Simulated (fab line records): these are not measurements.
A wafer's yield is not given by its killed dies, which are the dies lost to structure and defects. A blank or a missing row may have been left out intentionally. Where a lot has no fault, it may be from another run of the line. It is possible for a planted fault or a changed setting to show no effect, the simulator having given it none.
Matching of chambers | flow gf180mcu | rie_diel-02 running GF_V3_ETCH_16: 4 sister chambers
The step etches BARC in N2/H2. 22 wafers are shown with their chamber, then 11 later ones without.

## WAFERS, EACH WITH ITS CHAMBER
wafer  | chamber | oes_product_au (a.u.) | throttle_valve_pct (%)
L076.2 | 2       | 0.859                 | 13.226
L076.3 | 1       | 0.859                 | 13.212
L076.6 | 0       | 0.859                 | 13.236
L082.1 | 0       | 0.857                 | 13.221
L082.4 | 3       | 0.848                 | 13.217
L082.5 | 0       | 0.845                 | 13.224
L083.1 | 0       | 0.846                 | 13.224
L083.3 | 2       | 0.852                 | 13.225
L083.6 | 1       | 0.861                 | 13.230
L087.1 | 0       | 0.855                 | 13.224
L087.3 | 1       | 0.856                 | 13.229
L087.5 | 0       | 0.853                 | 13.239
L086.2 | 1       | 0.853                 | 13.232
L086.5 | 0       | 0.855                 | 13.221
L086.6 | 3       | 0.854                 | 13.241
L090.1 | 1       | 0.856                 | 13.240
L090.2 | 2       | 0.853                 | 13.232
L090.5 | 1       | 0.855                 | 13.216
L091.3 | 0       | 0.849                 | 13.219
L091.4 | 3       | 0.852                 | 13.224
L091.5 | 2       | 0.855                 | 13.239
L092.1 | 3       | 0.853                 | 13.232

SIGNATURES (means of the wafers above)
reading            | chamber 0 | chamber 1 | chamber 2 | chamber 3 | scatter within a chamber
oes_product_au     | 0.85237   | 0.85667   | 0.85475   | 0.85175   | 0.00392
throttle_valve_pct | 13.22600  | 13.22650  | 13.23050  | 13.22850  | 0.00875
Rule: a wafer's distance from a chamber is the root of the sum, over the readings, of the square of ((its reading less the chamber's mean) divided by the reading's scatter). The wafer belongs to the nearest chamber; if the next one is less than 2 further off, it can't be placed. The scatter is the square root of a quotient: the sum, over the shown wafers, of each reading's squared deviation from its chamber's mean, divided by wafers minus chambers.

## WAFERS WHOSE CHAMBER IS MISSING
wafer  | oes_product_au (a.u.) | throttle_valve_pct (%)
L092.2 | 0.857                 | 13.221
L092.5 | 0.855                 | 13.226
L093.1 | 0.852                 | 13.219
L093.2 | 0.870                 | 13.226
L093.4 | 0.856                 | 13.225
L094.1 | 0.857                 | 13.231
L094.2 | 0.854                 | 13.237
L094.3 | 0.855                 | 13.223
L096.2 | 0.855                 | 13.220
L096.4 | 0.853                 | 13.220
L096.5 | 0.857                 | 13.221

## EACH ONE'S CHAMBER
wafer  | from the rows above               | in truth
L092.2 | can't be placed: 1 or 2 or 0 or 3 | 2
L092.5 | can't be placed: 1 or 2 or 0 or 3 | 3
L093.1 | can't be placed: 0 or 3 or 1 or 2 | 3
L093.2 | can't be placed: 1 or 2 or 0 or 3 | 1
L093.4 | can't be placed: 1 or 2 or 0 or 3 | 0
L094.1 | can't be placed: 1 or 2 or 0 or 3 | 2
L094.2 | can't be placed: 2 or 3 or 0 or 1 | 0
L094.3 | can't be placed: 1 or 0 or 2 or 3 | 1
L096.2 | can't be placed: 1 or 0 or 2 or 3 | 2
L096.4 | can't be placed: 0 or 3 or 1 or 2 | 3
L096.5 | can't be placed: 1 or 2 or 0 or 3 | 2
0 of 11 placed correctly. Unplaceable from these rows: 11, with the true chamber sitting among the candidates in 11. Wrongly placed: 0.
